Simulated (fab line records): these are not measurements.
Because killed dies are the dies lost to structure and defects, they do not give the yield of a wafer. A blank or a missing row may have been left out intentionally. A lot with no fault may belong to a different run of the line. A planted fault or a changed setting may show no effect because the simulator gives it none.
fab line records    flow sky130
record: lots: 11  wafers: 33  last-day: 50
route steps=708 shown CAP2M@605 METAL4@630 VIA4@641 PAD_OPEN@708
lots that met no fault: from a run of the same line without faults
start-h: hours from the record's opening day to when the first of the lot's shown wafers began    wait-h: how many hours have passed since the lot's step before this one    " unchanged from the row above    L1.1+2: a single row standing in for several wafers    - no value, or no start given    * or withheld: withheld    < > ~ a bound
route shown NAME@n: a module of which the file shows steps, and the number in the route of the first    usual: the fault-free wafers' mean and standard deviation    same: alike in all rows    chamber/n: place in a boat    sites: the reading at each site    _std_site: the values' standard deviation    _edge_site: inner sites' mean taken away from outer sites' mean    radius-mm: how far each site lies from the wafer's centre    mask NAME#n: copy n    behind: the last tool/chamber to shape the wafer    hold: why the lot was held/for how many hours/how that ended    device: the transistor (n, p or np) that didn't switch    end of line: tests run on the same wafers once the route is complete    a step with no rows: only its recipe    killed: dies that structure and defects cost at the first sort, which is not the same as the wafer's yield    map: a wafer's dies, marking killed ones x, the rest . and places with no die _
set.NAME: the run value of the setting; set.NAME@STEP: its run value at that earlier step    model.NAME: the simulator's own value behind a step, which no gauge read
a sample of lots followed through the steps of the route, with each step as a table and each wafer as a row
services: a tool's chamber out of use, with start hour (start-h, from the record's first day; less than 0 if before it), hours out, and reason
== steps ==
step: SKY_CAP2M_SPUTTER_02
recipe: material: TiN  target-thk-nm: 200  temp-c: 300  power-w: 6500  time-s: 166.7  chamber-pressure-pa: 0.4
usual: chamber-pressure-pa: 0.4000/0.00079  throttle-valve-pct: 30.3/1
lot.wafer  tool            chamber  start-h  wait-h  chamber-pressure-pa  throttle-valve-pct
L827.1     pvd-sputter-02  -        942.34   0.1     0.3983               30.4
L827.4     "               -        "        "       0.4000               30.8
L827.6     "               -        "        "       0.3993               30.7
L830.2     pvd-sputter-03  -        964.78   0.0     0.4011               31.5
L830.3     "               -        "        "       0.3996               30.3
L830.5     "               -        "        "       0.3990               30.1
L831.2     pvd-sputter-03  -        969.52   0.0     0.3998               30.0
L831.4     "               -        "        "       0.4000               31.6
L831.5     "               -        "        "       0.4007               29.2
L833.2     pvd-sputter-02  -        983.12   0.0     0.3991               30.0
L833.3     "               -        "        "       0.3989               30.7
L833.5     "               -        "        "       0.3989               30.5
L837.1     pvd-sputter-01  -        1008.28  0.1     0.3997               30.5
L837.2     "               -        "        "       0.3999               29.0
L837.4     "               -        "        "       0.3999               28.7
L839.2     pvd-sputter-03  -        1018.95  0.0     0.4005               31.4
L839.5     "               -        "        "       0.3985               30.2
L839.6     "               -        "        "       0.3994               31.2
L841.1     pvd-sputter-01  -        1030.16  0.1     0.3992               30.6
L841.2     "               -        "        "       0.4012               28.5
L841.4     "               -        "        "       0.4005               29.0
L842.1     pvd-sputter-03  -        1035.19  0.1     0.4010               32.3
L842.3     "               -        "        "       0.4004               31.4
L842.5     "               -        "        "       0.3998               32.4
L845.1     pvd-sputter-03  -        1052.82  0.1     0.4007               29.4
L845.2     "               -        "        "       0.4002               30.1
L845.3     "               -        "        "       0.4006               32.3
L848.1     pvd-sputter-02  -        1072.22  0.1     0.4011               30.8
L848.5     "               -        "        "       0.4006               30.4
L848.6     "               -        "        "       0.4007               31.0
L849.2     pvd-sputter-01  -        1080.08  0.0     0.3992               28.7
L849.4     "               -        "        "       0.4006               30.3
L849.6     "               -        "        "       0.4014               30.7
step: SKY_CAP2M_OVL_MEAS_12
usual: CAP2M_OVL: -0.4/1.1
lot.wafer  tool        chamber  start-h  wait-h  CAP2M_OVL[nm]
L827.1     overlay-01  -        966.09   0.1     0.2
L827.4     "           -        "        "       0.6
L827.6     "           -        "        "       -0.5
L830.2     overlay-02  -        988.08   0.1     0.5
L830.3     "           -        "        "       1.7
L830.5     "           -        "        "       0.4
L831.2     overlay-01  -        992.37   0.1     0.6
L831.4     "           -        "        "       0.8
L831.5     "           -        "        "       0.0
L833.2     overlay-02  -        1006.12  0.1     0.0
L833.3     "           -        "        "       0.0
L833.5     "           -        "        "       -3.0
L837.1     overlay-02  -        1031.13  0.1     -0.1
L837.2     "           -        "        "       -3.0
L837.4     "           -        "        "       -1.2
L839.2     overlay-01  -        1041.23  0.1     -1.0
L839.5     "           -        "        "       -2.5
L839.6     "           -        "        "       -1.9
L841.1     overlay-01  -        1051.74  0.1     -1.5
L841.2     "           -        "        "       -0.8
L841.4     "           -        "        "       -1.7
L842.1     overlay-01  -        1057.16  0.1     -1.5
L842.3     "           -        "        "       -1.6
L842.5     "           -        "        "       -2.0
L845.1     overlay-02  -        1073.66  0.1     -1.3
L845.2     "           -        "        "       -1.6
L845.3     "           -        "        "       -0.8
L848.1     overlay-01  -        1093.01  0.1     -0.5
L848.5     "           -        "        "       -1.2
L848.6     "           -        "        "       0.7
L849.2     overlay-02  -        1101.03  0.1     -0.6
L849.4     "           -        "        "       -1.2
L849.6     "           -        "        "       -0.1
step: SKY_METAL4_OVL_MEAS_14
usual: METAL4_OVL: 3/6.3
lot.wafer  tool        chamber  start-h  wait-h  METAL4_OVL[nm]
L827.1     overlay-01  -        990.51   0.1     -2
L827.4     "           -        "        "       -1
L827.6     "           -        "        "       -1
L830.2     overlay-01  -        1012.12  0.1     12
L830.3     "           -        "        "       12
L830.5     "           -        "        "       15
L831.2     overlay-02  -        1016.02  0.1     17
L831.4     "           -        "        "       7
L831.5     "           -        "        "       8
L833.2     overlay-02  -        1029.67  0.1     2
L833.3     "           -        "        "       2
L833.5     "           -        "        "       4
L837.1     overlay-02  -        1054.26  0.1     6
L837.2     "           -        "        "       11
L837.4     "           -        "        "       11
L839.2     overlay-02  -        1063.77  0.1     11
L839.5     "           -        "        "       7
L839.6     "           -        "        "       6
L841.1     overlay-01  -        1073.26  0.1     14
L841.2     "           -        "        "       13
L841.4     "           -        "        "       2
L842.1     overlay-01  -        1079.65  0.1     6
L842.3     "           -        "        "       10
L842.5     "           -        "        "       7
L845.1     overlay-02  -        1095.70  0.1     6
L845.2     "           -        "        "       5
L845.3     "           -        "        "       -4
L848.1     overlay-01  -        1114.21  0.1     -5
L848.5     "           -        "        "       -3
L848.6     "           -        "        "       3
L849.2     overlay-02  -        1121.22  0.1     6
L849.4     "           -        "        "       0
L849.6     "           -        "        "       7
step: SKY_VIA4_CMP_02
recipe: material: SiO2  down-force-psi: 4  platen-rpm: 60  pad-velocity-m-s: 0.94248
usual: edge-zone-pressure-frac: 1.000/0.0051  head-pressure-psi: 4.000/0.009  motor-current-A: 11.5/1.2  retaining-ring-pressure-frac: 0.999/0.0044  slurry-filter-dp-kPa: 13.47/0.13
lot.wafer  tool    chamber  start-h  wait-h  edge-zone-pressure-frac  head-pressure-psi  motor-current-A  retaining-ring-pressure-frac  slurry-filter-dp-kPa
L827.4     cmp-01  0        991.76   0.1     0.994                    4.009              9.4              1.001                         13.60
L827.1     "       2        "        "       1.007                    3.997              12.7             1.001                         13.29
L827.6     "       3        "        "       0.998                    4.012              12.5             1.004                         13.58
L830.2     cmp-02  0        1013.36  0.1     0.994                    3.992              9.5              1.003                         13.71
L830.3     "       1        "        "       0.991                    4.003              10.9             0.991                         13.66
L830.5     "       0        "        "       0.997                    3.996              9.7              0.999                         13.51
L831.4     cmp-01  3        1017.31  0.1     1.000                    3.990              12.9             0.994                         13.58
L831.2     "       0        "        "       0.999                    3.996              9.3              1.005                         13.24
L831.5     "       2        "        "       1.004                    4.001              11.9             0.993                         13.52
L833.3     cmp-01  2        1031.00  0.1     1.008                    3.992              13.4             0.997                         13.78
L833.2     "       0        "        "       1.000                    4.001              9.3              1.000                         13.56
L833.5     "       1        "        "       1.004                    3.991              12.4             1.006                         13.45
L837.1     cmp-01  2        1055.50  0.1     1.008                    4.001              12.9             1.007                         13.51
L837.4     "       3        "        "       1.001                    4.011              12.7             0.997                         13.69
L837.2     "       1        "        "       0.997                    3.989              12.5             1.001                         13.28
L839.2     cmp-01  0        1064.97  0.0     -                        -                  -                -                             -
L839.6     "       0        "        "       -                        -                  -                -                             -
L839.5     "       1        "        "       -                        -                  -                -                             -
L841.1     cmp-01  0        1074.66  0.1     -                        -                  -                -                             -
L841.2     "       1        "        "       -                        -                  -                -                             -
L841.4     "       2        "        "       -                        -                  -                -                             -
L842.3     cmp-01  2        1080.84  0.0     0.994                    3.992              12.5             0.995                         13.43
L842.1     "       1        "        "       1.006                    4.001              11.7             1.007                         13.35
L842.5     "       3        "        "       1.006                    4.005              14.0             0.999                         13.50
L845.1     cmp-02  0        1097.06  0.1     1.004                    4.007              10.3             0.993                         13.55
L845.2     "       1        "        "       1.003                    3.991              10.7             1.000                         13.62
L845.3     "       2        "        "       1.000                    4.008              13.0             1.003                         13.29
L848.1     cmp-02  3        1115.89  0.3     0.999                    3.997              11.5             0.998                         13.69
L848.6     "       0        "        "       1.001                    4.012              10.2             0.995                         13.38
L848.5     "       1        "        "       0.997                    3.996              11.3             0.996                         13.61
L849.2     cmp-02  0        1122.41  0.0     0.998                    3.995              10.1             1.000                         13.32
L849.4     "       1        "        "       0.997                    3.986              10.9             0.993                         13.36
L849.6     "       1        "        "       0.996                    3.993              11.3             0.992                         13.65
step: SKY_VIA4_BOW_MEAS_03
recipe: mode: bow
usual: VIA4_BOW: 77/8.4
lot.wafer  tool           chamber  start-h  wait-h  VIA4_BOW[um]
L827.1     film-metro-02  -        992.01   0.1     84
L827.4     "              -        "        "       69
L827.6     "              -        "        "       87
L830.2     film-metro-01  -        1013.63  0.2     86
L830.3     "              -        "        "       87
L830.5     "              -        "        "       84
L831.2     film-metro-02  -        1017.53  0.1     88
L831.4     "              -        "        "       78
L831.5     "              -        "        "       81
L833.2     film-metro-04  -        1031.27  0.1     89
L833.3     "              -        "        "       87
L833.5     "              -        "        "       78
L837.1     film-metro-04  -        1055.80  0.2     72
L837.2     "              -        "        "       66
L837.4     "              -        "        "       70
L839.2     film-metro-02  -        1065.29  0.3     123
L839.5     "              -        "        "       131
L839.6     "              -        "        "       134
L841.1     film-metro-04  -        1074.96  0.2     121
L841.2     "              -        "        "       126
L841.4     "              -        "        "       126
L842.1     film-metro-01  -        1081.14  0.1     74
L842.3     "              -        "        "       80
L842.5     "              -        "        "       86
L845.1     film-metro-02  -        1097.31  0.2     57
L845.2     "              -        "        "       67
L845.3     "              -        "        "       60
L848.1     film-metro-02  -        1116.04  0.1     81
L848.5     "              -        "        "       80
L848.6     "              -        "        "       87
L849.2     film-metro-02  -        1122.73  0.3     73
L849.4     "              -        "        "       84
L849.6     "              -        "        "       85
step: SKY_VIA4_ETCH_12
recipe: target: SiO2  chemistry: C4F8/O2/Ar  stop-on: TiN  mask-material: NOVOLAK  source-w: 1500  bias-w: 1200  pressure-mtorr: 40  c4f8-flow-sccm: withheld  O2_flow_sccm: 6  Ar_flow_sccm: 300  time-s: withheld  target-depth-a: 5800
usual: oes-product-au: 0.926/0.0044
lot.wafer  tool         chamber  start-h  wait-h  oes-product-au
L827.1     rie-diel-01  2        1014.78  0.0     0.932
L827.4     "            1        "        "       0.925
L827.6     "            0        "        "       0.930
L830.2     rie-diel-02  3        1036.23  0.0     0.930
L830.3     "            0        "        "       0.927
L830.5     "            0        "        "       0.923
L831.2     rie-diel-03  1        1039.78  0.0     0.920
L831.4     "            2        "        "       0.929
L831.5     "            0        "        "       0.921
L833.2     rie-diel-03  3        1053.58  0.0     0.928
L833.3     "            0        "        "       0.926
L833.5     "            2        "        "       0.919
L837.1     rie-diel-02  1        1077.28  0.0     0.927
L837.2     "            3        "        "       0.924
L837.4     "            0        "        "       0.933
L839.2     rie-diel-02  1        1086.53  0.0     1.633
L839.5     "            1        "        "       1.620
L839.6     "            0        "        "       1.634
L841.1     rie-diel-01  2        1095.65  0.0     1.643
L841.2     "            0        "        "       1.611
L841.4     "            3        "        "       1.610
L842.1     rie-diel-03  1        1101.88  0.0     0.929
L842.3     "            3        "        "       0.921
L842.5     "            1        "        "       0.917
L845.1     rie-diel-01  3        1116.98  0.0     0.930
L845.2     "            2        "        "       0.934
L845.3     "            1        "        "       0.931
L848.1     rie-diel-02  0        1135.15  0.0     0.934
L848.5     "            0        "        "       0.925
L848.6     "            1        "        "       0.931
L849.2     rie-diel-01  3        1141.98  0.0     0.920
L849.4     "            1        "        "       0.931
L849.6     "            0        "        "       0.932
step: SKY_PAD_OPEN_PROBE_99
usual: defect-limited-yield: 82.5/2.1  killed_at_M0_to_M3: 44/7.3  killed_at_M4_up: 3.4/1.8  killed-at-contacts: 24/5.8  killed-at-front-end: 15/4.9  killed-at-other: 0.4/0.63  killed-dies: 86/11  killed-on-rim: 17/3.8  killed-open: 47/8  killed-short: 39/6.5  sort_bin_3_pad_short: 0.9/0.38  sort_bin_5_function: 10.4/1.6  sort_bin_6_memory: 6.2/1.2  sort-n-pass: 406/11  sort-yield-pct: 82.5/2.1
same: gross-dies: 492  killed-at-back-side: 0  sort_bin_4_leakage[%]: 0  sort_bin_8_speed[%]: 0
lot.wafer  tool       chamber  start-h  wait-h  defect-limited-yield[%]  killed_at_M0_to_M3  killed_at_M4_up  killed-at-contacts  killed-at-front-end  killed-at-other  killed-dies  killed-on-rim  killed-open  killed-short  sort_bin_3_pad_short[%]  sort_bin_5_function[%]  sort_bin_6_memory[%]  sort-n-pass  sort-yield-pct[%]
L827.1     prober-01  -        1084.31  0.1     80.9                     50                  2                29                  11                   2                94           27             55           39            0.4                      12.6                    6.1                   398          80.9
L827.4     prober-01  -        1084.46  0.2     83.7                     50                  4                16                  10                   0                80           19             48           31            0.4                      9.6                     6.3                   412          83.7
L827.6     prober-01  -        1084.56  0.2     77.8                     42                  7                33                  27                   0                109          18             59           50            1.0                      14.0                    7.1                   383          77.8
L830.2     prober-01  -        1105.10  0.1     86.0                     32                  2                22                  13                   0                69           10             36           33            0.4                      8.5                     5.1                   423          86.0
L830.3     prober-01  -        1105.15  0.2     80.5                     46                  7                28                  15                   0                96           17             47           49            0.4                      12.6                    6.5                   396          80.5
L830.5     prober-01  -        1105.25  0.2     82.1                     47                  1                24                  16                   0                88           18             47           40            1.2                      9.3                     7.3                   404          82.1
L831.2     prober-01  -        1109.00  0.1     81.9                     45                  2                17                  24                   1                89           20             54           35            1.2                      10.8                    6.1                   403          81.9
L831.4     prober-01  -        1109.10  0.2     83.9                     47                  2                23                  7                    0                79           6              45           34            0.6                      10.6                    4.9                   413          83.9
L831.5     prober-01  -        1109.15  0.2     82.1                     53                  2                21                  12                   0                88           16             45           43            0.6                      10.4                    6.9                   404          82.1
L833.2     prober-02  -        1120.96  0.1     83.3                     40                  2                24                  16                   0                82           20             53           29            1.0                      10.0                    5.7                   410          83.3
L833.3     prober-02  -        1121.01  0.2     84.6                     45                  6                20                  5                    0                76           16             47           29            0.8                      10.0                    4.7                   416          84.6
L833.5     prober-02  -        1121.11  0.2     84.3                     39                  4                20                  14                   0                77           15             54           22            0.2                      7.9                     7.5                   415          84.3
L837.1     prober-01  -        1142.09  0.1     85.8                     33                  5                22                  10                   0                70           14             41           28            1.2                      8.5                     4.5                   422          85.8
L837.2     prober-01  -        1142.14  0.1     82.5                     36                  6                24                  20                   0                86           20             58           27            0.8                      8.7                     7.9                   406          82.5
L837.4     prober-01  -        1142.24  0.2     81.3                     45                  5                19                  23                   0                92           20             45           46            1.0                      12.8                    4.9                   400          81.3
L839.2     prober-01  -        1150.50  0.1     0                        37                  423              21                  11                   0                492          96             36           35            0.6                      95.5                    3.9                   0            0
L839.5     prober-01  -        1150.65  0.2     0                        37                  422              21                  11                   1                492          96             38           35            0.6                      93.1                    6.3                   0            0
L839.6     prober-01  -        1150.70  0.2     0                        45                  420              11                  16                   0                492          96             42           32            0.6                      93.9                    5.5                   0            0
L841.1     prober-01  -        1157.50  0.1     0                        33                  421              22                  16                   0                492          96             46           30            0.8                      93.5                    5.7                   0            0
L841.2     prober-01  -        1157.55  0.1     0                        44                  416              22                  9                    1                492          96             44           35            0.6                      93.3                    6.1                   0            0
L841.4     prober-01  -        1157.65  0.2     0                        38                  429              16                  9                    0                492          96             40           28            0.8                      95.5                    3.7                   0            0
L842.1     prober-02  -        1164.41  0.1     82.9                     44                  2                25                  13                   0                84           18             39           45            1.0                      11.4                    4.7                   408          82.9
L842.3     prober-02  -        1164.51  0.2     81.3                     38                  5                35                  14                   0                92           16             59           33            0.2                      12.0                    6.5                   400          81.3
L842.5     prober-02  -        1164.61  0.2     83.3                     48                  1                21                  12                   0                82           18             47           35            0.8                      10.6                    5.3                   410          83.3
L845.1     prober-01  -        1177.35  0.1     81.1                     50                  5                24                  13                   1                93           16             54           39            0.6                      11.6                    6.7                   399          81.1
L845.2     prober-01  -        1177.40  0.1     83.5                     40                  2                24                  15                   0                81           21             46           35            0.6                      9.8                     6.1                   411          83.5
L845.3     prober-01  -        1177.45  0.2     79.5                     54                  2                25                  20                   0                101          19             61           40            1.2                      13.2                    6.1                   391          79.5
L848.1     prober-02  -        1191.40  0.1     75.4                     62                  3                32                  23                   1                121          23             73           48            1.2                      16.7                    6.7                   371          75.4
L848.5     prober-02  -        1191.60  0.2     81.3                     53                  4                24                  11                   0                92           18             45           47            1.0                      11.2                    6.5                   400          81.3
L848.6     prober-02  -        1191.65  0.2     82.3                     46                  3                21                  17                   0                87           13             44           43            1.8                      10.0                    5.9                   405          82.3
L849.2     prober-01  -        1197.49  0.1     80.3                     57                  4                23                  13                   0                97           19             50           47            1.2                      11.2                    7.3                   395          80.3
L849.4     prober-01  -        1197.59  0.2     84.8                     45                  2                25                  3                    0                75           11             31           44            0.8                      8.5                     5.9                   417          84.8
L849.6     prober-01  -        1197.69  0.2     81.1                     46                  3                29                  15                   0                93           17             48           45            1.2                      10.8                    6.9                   399          81.1
killed by level:class
L827.1 VIA1:geometric-particle:open=12 LI_CONTACT:geometric-particle:open=10 VIA3:geometric-particle:open=10 POLY_GATE:geometric-particle:open=6 VIA1:geometric-particle:short=6 VIA2:geometric-particle:open=6 LOCAL_INTERCONNECT:geometric-particle:short=5 CONTACT:geometric-particle:short=5
L827.4 VIA1:geometric-particle:open=16 CONTACT:geometric-particle:open=6 METAL1:geometric-particle:short=6 METAL2:geometric-particle:short=6 VIA2:geometric-particle:open=6 POLY_GATE:geometric-particle:open=5 LI_CONTACT:geometric-particle:open=5 VIA3:geometric-particle:open=5
L827.6 LI_CONTACT:geometric-particle:open=11 CONTACT:geometric-particle:open=10 VIA1:geometric-particle:open=8 METAL2:geometric-particle:short=7 VIA3:geometric-particle:open=7 POLY_GATE:geometric-particle:short=6 LOCAL_INTERCONNECT:geometric-particle:short=6 FIELD_ISO:geometric-particle:short=5
L830.2 VIA1:geometric-particle:open=7 POLY_GATE:geometric-particle:open=6 CONTACT:geometric-particle:short=6 CONTACT:geometric-particle:open=6 VIA3:geometric-particle:open=6 LI_CONTACT:geometric-particle:open=5 FIELD_ISO:geometric-particle:short=4 METAL2:geometric-particle:short=4
L830.3 CONTACT:geometric-particle:open=10 VIA1:geometric-particle:open=8 METAL2:geometric-particle:short=8 LI_CONTACT:geometric-particle:open=7 VIA2:geometric-particle:open=7 METAL4:geometric-particle:short=7 CONTACT:geometric-particle:short=5 METAL3:geometric-particle:short=5
L830.5 LI_CONTACT:geometric-particle:open=9 VIA1:geometric-particle:open=9 VIA2:geometric-particle:open=7 METAL1:geometric-particle:short=6 CONTACT:geometric-particle:open=6 METAL2:geometric-particle:short=5 FIELD_ISO:geometric-particle:open=4 POLY_GATE:geometric-particle:short=4
L831.2 VIA3:geometric-particle:open=11 VIA1:geometric-particle:open=10 VIA2:geometric-particle:open=10 POLY_GATE:geometric-particle:short=6 FIELD_ISO:geometric-particle:open=5 POLY_GATE:geometric-particle:open=5 LI_CONTACT:geometric-particle:open=5 FIELD_ISO:geometric-particle:short=4
L831.4 VIA1:geometric-particle:open=10 VIA3:geometric-particle:open=10 LI_CONTACT:geometric-particle:open=8 VIA3:geometric-particle:short=7 CONTACT:geometric-particle:open=6 VIA1:geometric-particle:short=6 METAL2:geometric-particle:short=4 METAL1:geometric-particle:short=4
L831.5 VIA1:geometric-particle:open=12 CONTACT:geometric-particle:open=8 METAL2:geometric-particle:short=6 VIA3:geometric-particle:short=6 LI_CONTACT:geometric-particle:open=5 CONTACT:geometric-particle:short=5 METAL1:geometric-particle:short=5 VIA1:geometric-particle:short=5
L833.2 VIA1:geometric-particle:open=12 LI_CONTACT:geometric-particle:open=10 CONTACT:geometric-particle:open=8 VIA3:geometric-particle:open=7 METAL1:geometric-particle:short=4 VIA2:geometric-particle:open=4 FIELD_ISO:geometric-particle:short=3 POLY_GATE:geometric-particle:short=3
L833.3 VIA2:geometric-particle:open=9 VIA3:geometric-particle:open=9 LI_CONTACT:geometric-particle:open=7 VIA1:geometric-particle:open=7 CONTACT:geometric-particle:open=6 METAL1:geometric-particle:short=4 VIA2:geometric-particle:short=4 LOCAL_INTERCONNECT:geometric-particle:short=3
L833.5 CONTACT:geometric-particle:open=12 VIA3:geometric-particle:open=11 VIA2:geometric-particle:open=9 FIELD_ISO:geometric-particle:open=5 LI_CONTACT:geometric-particle:open=5 METAL1:geometric-particle:short=5 VIA1:geometric-particle:open=5 METAL1:geometric-particle:open=3
L837.1 CONTACT:geometric-particle:open=9 VIA3:geometric-particle:open=6 VIA1:geometric-particle:open=6 LI_CONTACT:geometric-particle:open=5 VIA2:geometric-particle:open=5 METAL4:geometric-particle:short=5 METAL3:geometric-particle:short=4 LOCAL_INTERCONNECT:geometric-particle:short=4
L837.2 VIA1:geometric-particle:open=12 LI_CONTACT:geometric-particle:open=10 VIA2:geometric-particle:open=9 CONTACT:geometric-particle:open=6 POLY_GATE:geometric-particle:open=5 POLY_CUT:geometric-particle:short=4 CONTACT:geometric-particle:short=4 FIELD_ISO:geometric-particle:short=3
L837.4 VIA3:geometric-particle:open=10 VIA2:geometric-particle:short=7 FIELD_ISO:geometric-particle:open=6 CONTACT:geometric-particle:open=6 VIA1:geometric-particle:short=6 VIA2:geometric-particle:open=6 METAL4:geometric-particle:short=5 POLY_GATE:geometric-particle:open=5
L839.2 VIA4:area-cmp=420 VIA1:geometric-particle:open=8 CONTACT:geometric-particle:open=6 VIA1:geometric-particle:short=6 VIA2:geometric-particle:open=6 LI_CONTACT:geometric-particle:open=5 METAL1:geometric-particle:short=5 POLY_GATE:geometric-particle:open=4
L839.5 VIA4:area-cmp=419 CONTACT:geometric-particle:open=9 VIA2:geometric-particle:open=9 LI_CONTACT:geometric-particle:open=7 VIA1:geometric-particle:short=7 POLY_GATE:geometric-particle:short=5 VIA1:geometric-particle:open=4 LI_CONTACT:geometric-particle:short=3
L839.6 VIA4:area-cmp=418 VIA1:geometric-particle:open=10 VIA2:geometric-particle:open=9 VIA1:geometric-particle:short=7 VIA3:geometric-particle:open=6 CONTACT:geometric-particle:open=4 METAL2:geometric-particle:short=4 METAL3:geometric-particle:short=4
L841.1 VIA4:area-cmp=416 VIA2:geometric-particle:open=12 LI_CONTACT:geometric-particle:open=11 VIA1:geometric-particle:open=7 FIELD_ISO:geometric-particle:open=5 FIELD_ISO:geometric-particle:short=4 POLY_GATE:geometric-particle:short=4 METAL1:geometric-particle:short=4
L841.2 VIA4:area-cmp=413 VIA1:geometric-particle:open=11 CONTACT:geometric-particle:open=8 VIA2:geometric-particle:open=7 LI_CONTACT:geometric-particle:open=6 METAL3:geometric-particle:short=5 VIA3:geometric-particle:open=4 VIA1:geometric-particle:short=4
L841.4 VIA4:area-cmp=424 VIA2:geometric-particle:open=8 CONTACT:geometric-particle:open=7 VIA1:geometric-particle:open=6 FIELD_ISO:geometric-particle:open=5 METAL2:geometric-particle:short=5 VIA3:geometric-particle:open=5 METAL1:geometric-particle:short=4
L842.1 VIA1:geometric-particle:open=11 CONTACT:geometric-particle:open=9 METAL1:geometric-particle:short=8 FIELD_ISO:geometric-particle:short=5 LOCAL_INTERCONNECT:geometric-particle:short=5 VIA2:geometric-particle:short=5 VIA2:geometric-particle:open=5 METAL3:geometric-particle:short=5
L842.3 CONTACT:geometric-particle:open=14 VIA1:geometric-particle:open=11 LI_CONTACT:geometric-particle:open=9 VIA3:geometric-particle:open=9 VIA1:geometric-particle:short=5 LI_CONTACT:geometric-particle:short=5 FIELD_ISO:geometric-particle:short=4 METAL1:geometric-particle:short=4
L842.5 VIA1:geometric-particle:open=11 VIA3:geometric-particle:open=8 CONTACT:geometric-particle:open=8 VIA2:geometric-particle:short=6 VIA2:geometric-particle:open=5 FIELD_ISO:geometric-particle:short=4 POLY_GATE:geometric-particle:open=4 LOCAL_INTERCONNECT:geometric-particle:short=4
L845.1 VIA1:geometric-particle:open=12 CONTACT:geometric-particle:open=10 VIA2:geometric-particle:open=10 FIELD_ISO:geometric-particle:short=6 LI_CONTACT:geometric-particle:open=6 METAL1:geometric-particle:short=6 METAL1:geometric-particle:open=5 METAL4:geometric-particle:short=5
L845.2 CONTACT:geometric-particle:open=11 VIA2:geometric-particle:open=10 VIA1:geometric-particle:open=7 LI_CONTACT:geometric-particle:open=6 METAL2:geometric-particle:short=6 FIELD_ISO:geometric-particle:short=4 LI_CONTACT:geometric-particle:short=4 METAL1:geometric-particle:short=4
L845.3 CONTACT:geometric-particle:open=12 VIA1:geometric-particle:open=12 VIA3:geometric-particle:open=9 METAL1:geometric-particle:short=8 VIA1:geometric-particle:short=7 VIA2:geometric-particle:open=7 POLY_GATE:geometric-particle:short=6 LI_CONTACT:geometric-particle:open=6
L848.1 VIA1:geometric-particle:open=18 CONTACT:geometric-particle:open=11 VIA3:geometric-particle:open=11 FIELD_ISO:geometric-particle:short=8 LI_CONTACT:geometric-particle:open=8 VIA1:geometric-particle:short=6 METAL2:geometric-particle:short=6 FIELD_ISO:geometric-particle:open=5
L848.5 VIA1:geometric-particle:open=15 CONTACT:geometric-particle:open=9 VIA2:geometric-particle:short=8 VIA1:geometric-particle:short=6 METAL2:geometric-particle:short=6 LOCAL_INTERCONNECT:geometric-particle:short=5 VIA2:geometric-particle:open=5 FIELD_ISO:geometric-particle:short=4
L848.6 CONTACT:geometric-particle:short=8 VIA2:geometric-particle:open=8 LI_CONTACT:geometric-particle:open=7 FIELD_ISO:geometric-particle:open=6 METAL1:geometric-particle:short=6 POLY_GATE:geometric-particle:open=5 VIA1:geometric-particle:short=5 VIA1:geometric-particle:open=5
L849.2 VIA1:geometric-particle:open=12 CONTACT:geometric-particle:open=8 METAL1:geometric-particle:short=8 VIA1:geometric-particle:short=8 VIA3:geometric-particle:open=7 POLY_GATE:geometric-particle:short=5 LI_CONTACT:geometric-particle:open=5 LOCAL_INTERCONNECT:geometric-particle:short=5
L849.4 METAL2:geometric-particle:short=11 VIA1:geometric-particle:open=9 CONTACT:geometric-particle:short=9 CONTACT:geometric-particle:open=7 METAL1:geometric-particle:short=5 VIA3:geometric-particle:open=5 VIA1:geometric-particle:short=5 LOCAL_INTERCONNECT:geometric-particle:short=4
L849.6 VIA1:geometric-particle:open=11 CONTACT:geometric-particle:open=9 METAL2:geometric-particle:short=9 LOCAL_INTERCONNECT:geometric-particle:short=8 CONTACT:geometric-particle:short=8 VIA2:geometric-particle:open=8 POLY_GATE:geometric-particle:open=6 VIA3:geometric-particle:open=5
== services ==
tool            chamber  start-h  hours  kind
cmp-02          -        923.44   11.8   repair
pvd-sputter-01  -        944.64   1.7    repair
rie-diel-03     -        944.98   15.6   pm
cmp-02          -        967.84   20.3   repair
rie-diel-02     3        969.25   22.4   repair
cmp-01          -        992.94   3.9    pm
pvd-sputter-03  -        994.82   4.9    repair
rie-diel-01     3        1026.02  4.9    repair
rie-diel-02     1        1027.32  4.2    repair
rie-diel-03     2        1028.07  7.8    repair
rie-diel-02     -        1052.68  14.6   pm
cmp-02          -        1056.39  1.4    repair
rie-diel-03     2        1063.76  22.2   repair
rie-diel-01     0        1066.77  13.1   repair
rie-diel-02     -        1073.14  0.4    repair
rie-diel-03     1        1074.69  2.7    repair
cmp-02          -        1084.00  4.0    pm
cmp-02          -        1088.00  -      consumable-replace:conditioner
rie-diel-02     -        1088.77  0.8    repair
cmp-02          -        1100.67  0.4    repair
pvd-sputter-02  -        1101.41  7.9    repair
cmp-02          -        1103.04  2.6    repair
pvd-sputter-03  -        1106.47  5.0    repair
pvd-sputter-02  -        1125.86  6.7    repair
== key ==
first-sign: step: SKY_VIA4_CMP_02  reading: tool-record  direction: missing
effect: step: SKY_VIA4_BOW_MEAS_03  reading: VIA4_BOW  direction: up  sigmas: 5.9  usual: 77  struck: 127
effect: step: SKY_VIA4_ETCH_12  reading: oes-product-au  direction: up  sigmas: 99+  usual: 0.926  struck: 1.625
effect: step: SKY_PAD_OPEN_PROBE_99  reading: killed_at_M4_up  direction: up  sigmas: 99+  usual: 3.4  struck: 421.8
more-kills-born-at: SKY_VIA4_CMP_02@cmp-01: 2510
met-at SKY_VIA4_CMP_02
struck-lots L839,L841
later-rows-left-out L839.2,L839.5,L839.6,L841.1,L841.2,L841.4
not-acting-at SKY_CAP2M_SPUTTER_02,SKY_CAP2M_OVL_MEAS_12,SKY_METAL4_OVL_MEAS_14
onset-between 1055.50 1064.97
fault: kind: skipped-step-whole  tool: cmp-01,cmp-02  chamber: -  onset-h: 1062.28  steps: SKY_VIA4_CMP_02  scope: struck-lots-only
later-rows-left-out: the simulator's readings of these wafers behind a module that went badly wrong aren't trusted and aren't shown, but for the sort
